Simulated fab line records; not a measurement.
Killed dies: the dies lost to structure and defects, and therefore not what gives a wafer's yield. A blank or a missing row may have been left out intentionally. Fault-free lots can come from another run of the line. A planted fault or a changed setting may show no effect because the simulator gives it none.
What tool caused it? -- flow gf180mcu -- Sampling: 12 lots, 36 wafers, 5 of 602 route steps

WHAT THE GAUGES SHOWED, per wafer
GF_V5_THK_MEAS_01.
lot,measured,on,V5_CVD_00_THK (nm)
L253,day 26 03:27,film-metro-03,300 304 302
L257,day 27 22:45,film-metro-01,297 299 302
L259,day 28 15:13,film-metro-03,298 302 299
L260,day 29 06:20,film-metro-01,302 361 300
L261,day 29 11:05,film-metro-03,304 364 303
L262,day 29 15:08,film-metro-04,353 360 297
L263,day 29 17:50,film-metro-04,301 298 302
L270,day 32 00:08,film-metro-03,304 300 300
L273,day 32 17:53,film-metro-03,300 300 300
L274,day 32 18:51,film-metro-01,302 304 296
L272,day 32 20:11,film-metro-03,300 302 307
L275,day 32 20:53,film-metro-01,301 307 298

GF_V5_BOW_MEAS_05.
lot,measured,on,V5_BOW (um)
L253,day 26 03:59,film-metro-01,132 130 133
L257,day 27 23:16,film-metro-03,134 135 129
L259,day 28 15:45,film-metro-03,126 128 124
L260,day 29 06:51,film-metro-04,121 119 131
L261,day 29 11:53,film-metro-01,135 152 136
L262,day 29 15:40,film-metro-01,127 138 122
L263,day 29 18:23,film-metro-03,130 109 130
L270,day 32 00:40,film-metro-03,135 147 141
L273,day 32 18:25,film-metro-01,143 131 138
L274,day 32 19:23,film-metro-03,135 133 146
L272,day 32 20:43,film-metro-03,136 125 126
L275,day 32 21:25,film-metro-04,126 121 130

TOOL THAT RAN EACH LOT (tool first, then ch and the chambers of the sampled wafers, then the start)
lot,GF_M5_METAL_ETCH_10,GF_V5_CVD_00,GF_V5_CVD_02
L253,"rie-metal-03 ch 0,1, day 26 02:44","hdpcvd-01 ch 0,2, day 26 03:25","pecvd-01 ch 0,1,2, day 26 03:31"
L257,"rie-metal-02 ch 0,1, day 27 22:01","hdpcvd-01 ch 1,2, day 27 22:41","pecvd-04 ch 1,2, day 27 22:49"
L259,"rie-metal-04 ch 0,1, day 28 14:31","hdpcvd-01 ch 0,1,2, day 28 15:11","pecvd-03 ch 1,2, day 28 15:17"
L260,"rie-metal-03 ch 0,1, day 29 05:35","hdpcvd-01 ch 0,1,2, day 29 06:17","pecvd-04 ch 0,1,2, day 29 06:23"
L261,"rie-metal-02 ch 0,1, day 29 10:22","hdpcvd-01 ch 0,2, day 29 11:01","pecvd-04 ch 0,1,2, day 29 11:07"
L262,"rie-metal-02 ch 0, day 29 14:18","hdpcvd-01 ch 0,2, day 29 15:03","pecvd-04 ch 0,1,2, day 29 15:10"
L263,"rie-metal-02 ch 0, day 29 16:59","hdpcvd-02 ch 1,2, day 29 17:47","pecvd-04 ch 0,1, day 29 17:53"
L270,"rie-metal-03 ch 0,1, day 31 23:25","hdpcvd-02 ch 0,1,2, day 32 00:05","pecvd-03 ch 0,1, day 32 00:11"
L273,"rie-metal-04 ch 0,1, day 32 17:10","hdpcvd-01 ch 0,1,2, day 32 17:50","pecvd-03 ch 0,2, day 32 17:56"
L274,"rie-metal-02 ch 0,1, day 32 18:07","hdpcvd-01 ch 0,2, day 32 18:48","pecvd-01 ch 1,2, day 32 18:54"
L272,"rie-metal-04 ch 0,1, day 32 19:23","hdpcvd-01 ch 0,1,2, day 32 20:08","pecvd-04 ch 0,2, day 32 20:14"
L275,"rie-metal-04 ch 0,1, day 32 20:11","hdpcvd-02 ch 0,1,2, day 32 20:51","pecvd-01 ch 0,1,2, day 32 20:57"
- GF_M5_METAL_ETCH_10: etches the open film in Cl2/BCl3, stops on SiO2, target depth 750.8 nm, time 125.1 s.
- GF_V5_CVD_00: deposits SiO2, target thk 300 nm, time 50 s.
- GF_V5_CVD_02: deposits SiO2 from TEOS, target thk 1450 nm, time 163.28 s.

WHAT THE TOOLS THEMSELVES READ (means of the sampled wafers that have a number; where no wafer has one, the mark that the record gives instead)
GF_M5_METAL_ETCH_10.
lot,tool,drypump-motor-current-A (A),oes-product-au (a.u.),throttle-valve-pct (%)
L253,rie-metal-03,5.7,0.985,28.234
L257,rie-metal-02,5.6,0.980,28.231
L259,rie-metal-04,5.8,0.990,28.221
L260,rie-metal-03,6.0,0.981,28.240
L261,rie-metal-02,5.7,0.989,28.244
L262,rie-metal-02,5.7,0.991,28.237
L263,rie-metal-02,5.7,0.987,28.239
L270,rie-metal-03,5.7,0.987,28.223
L273,rie-metal-04,5.8,0.992,28.229
L274,rie-metal-02,5.7,0.985,28.229
L272,rie-metal-04,5.7,0.994,28.225
L275,rie-metal-04,5.8,0.986,28.232

GF_V5_CVD_00.
lot,tool,sih4-flow-sccm (sccm)
L253,hdpcvd-01,60.02
L257,hdpcvd-01,60.00
L259,hdpcvd-01,60.08
L260,hdpcvd-01,64.09
L261,hdpcvd-01,63.98
L262,hdpcvd-01,68.15
L263,hdpcvd-02,60.03
L270,hdpcvd-02,59.96
L273,hdpcvd-01,60.13
L274,hdpcvd-01,60.11
L272,hdpcvd-01,59.81
L275,hdpcvd-02,59.95

GF_V5_CVD_02.
lot,tool,heater-power-outer-w (W),heater-power-w (W)
L253,pecvd-01,266,495
L257,pecvd-04,456,760
L259,pecvd-03,473,766
L260,pecvd-04,490,769
L261,pecvd-04,448,699
L262,pecvd-04,423,676
L263,pecvd-04,463,692
L270,pecvd-03,476,805
L273,pecvd-03,471,769
L274,pecvd-01,317,554
L272,pecvd-04,410,677
L275,pecvd-01,271,491

THE ANSWER, worked out from the rows above alone
Rule: usual is defined by the lots themselves. Put in order of their means at a reading, lots are off if they are a third of the lots or fewer, leave a main group of 4 or more, and stand apart from it by a gap of 3 or more times the standard deviation of the main group's means; of several such gaps the widest counts. Not used: any main group whose means are identical at the precision the tables above print for the reading. Also off: a lot with no number at a reading for which 4 or more lots have one. All remaining lots with rows at the step are treated as sound. First the gauges in route order, then the tools' own readings, where a lot's mean is used as printed above. The first step at which some lot is off is used, and at that step the reading that is off furthest; a lot without a number counts as furthest.
Off: L260, L261, L262, at GF_V5_THK_MEAS_01 (V5_CVD_00_THK). The main group has a mean of 301 nm with a standard deviation of 1.2.
If a tool, at a process step before that reading, ran all the lots that are off and no sound lot after the first of them, it fits. Not tried: the gauges at GF_V5_THK_MEAS_01; whatever is off there is also off at GF_V5_CVD_00, on other tools, and gauge error can't account for it. Of those tried, none fits.

WHAT THE SIMULATOR HAD PUT IN
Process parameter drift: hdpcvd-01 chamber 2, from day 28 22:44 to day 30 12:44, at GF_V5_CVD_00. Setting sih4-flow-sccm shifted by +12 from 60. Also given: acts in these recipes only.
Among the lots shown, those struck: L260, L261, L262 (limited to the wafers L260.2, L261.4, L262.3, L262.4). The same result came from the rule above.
